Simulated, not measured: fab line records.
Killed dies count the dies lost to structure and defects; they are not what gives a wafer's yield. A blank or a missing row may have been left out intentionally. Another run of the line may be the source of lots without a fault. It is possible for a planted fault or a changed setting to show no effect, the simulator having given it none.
The same fault as seen by 2 desks	flow sky130	each desk holds nothing but its own numbers, with what lay behind them at the end

== AT THE TOOL OWNER'S DESK: plasma-asher-03 ==
The tool's own readings at SKY_LDD_HVN_STRIP_09 (strips in O2/N2): means of the sampled wafers that have a number, for each lot that ran on this tool. Any lot whose mean is over 4 standard deviations away from the usual mean is out of limits and marked OUT; that distance is given in the brackets.
Columns: A = drypump-motor-current-A at SKY_LDD_HVN_STRIP_09, usual 5.6 A; B = n2-flow-sccm at SKY_LDD_HVN_STRIP_09, usual 300.0 sccm; C = oes-product-au at SKY_LDD_HVN_STRIP_09, usual 0.409 a.u.; D = strip-time-to-endpoint-s at SKY_LDD_HVN_STRIP_09, usual 4.133 s
lot	first seen here	A	B	C	D
L370	day 20 16:26	5.5	299.3	0.409	4.128
L371	day 20 22:47	5.5	301.6	0.407	4.158
L380	day 24 12:43	5.6	280.0 (-22) OUT	0.403	4.142
L381	day 24 16:56	5.5	259.2 (-45) OUT	0.407	4.136
L392	day 28 16:01	5.6	300.2	0.408	4.135
This desk's verdict: out of limits on L380, L381, starting with L380 at day 24 12:43 (n2-flow-sccm at SKY_LDD_HVN_STRIP_09). In limits: L370, L371, L392.

== METROLOGY DESK ==
What the gauges read, lot by lot, whatever tool the lot ran on: means of the sampled wafers that have a number. Any lot whose mean is over 4 standard deviations away from the usual mean is out of limits and marked OUT; that distance is given in the brackets.
Columns: A = SONOS_ONO_CVD_02_THK at SKY_SONOS_ONO_THK_MEAS_03, usual 10.55 nm; B = LDD_HVP_TW at SKY_LDD_HVP_TW_MEAS_10, usual 455
lot	first seen here	A	B
L370	day 11 21:33	10.46	459
L371	day 12 02:34	10.48	459
L372	day 12 08:50	10.52	457
L373	day 12 20:32	10.52	450
L377	day 14 05:01	10.71	456
L380	day 15 01:37	10.43	459
L381	day 15 11:33	10.77	460
L386	day 17 06:36	10.40	448
L388	day 18 04:31	10.64	459
L390	day 18 16:25	10.51	451
L391	day 19 03:11	10.49	452
L392	day 19 09:55	10.29	459
Result from this desk: across the 12 lots, nothing is out of limits.

== ALL TOGETHER ==
At day 24 12:43, on L380, L381, the tool owner's desk was in a position to raise an alarm.
At the metrology desk, nothing out of limits was observed.
The metrology desk holds a record of L380, L381, inside its limits.
Every lot named ran SKY_LDD_HVN_STRIP_09 on plasma-asher-03.

== WHAT THE SIMULATOR PUT IN ==
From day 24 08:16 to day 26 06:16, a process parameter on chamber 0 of plasma-asher-03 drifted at SKY_LDD_HVN_STRIP_09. Setting n2-flow-sccm shifted by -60 from 300. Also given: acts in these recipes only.
Shown lots that were struck: L380, L381.
Each desk's first reading out of limits, in hours after the fault started: the tool owner's desk, 4.
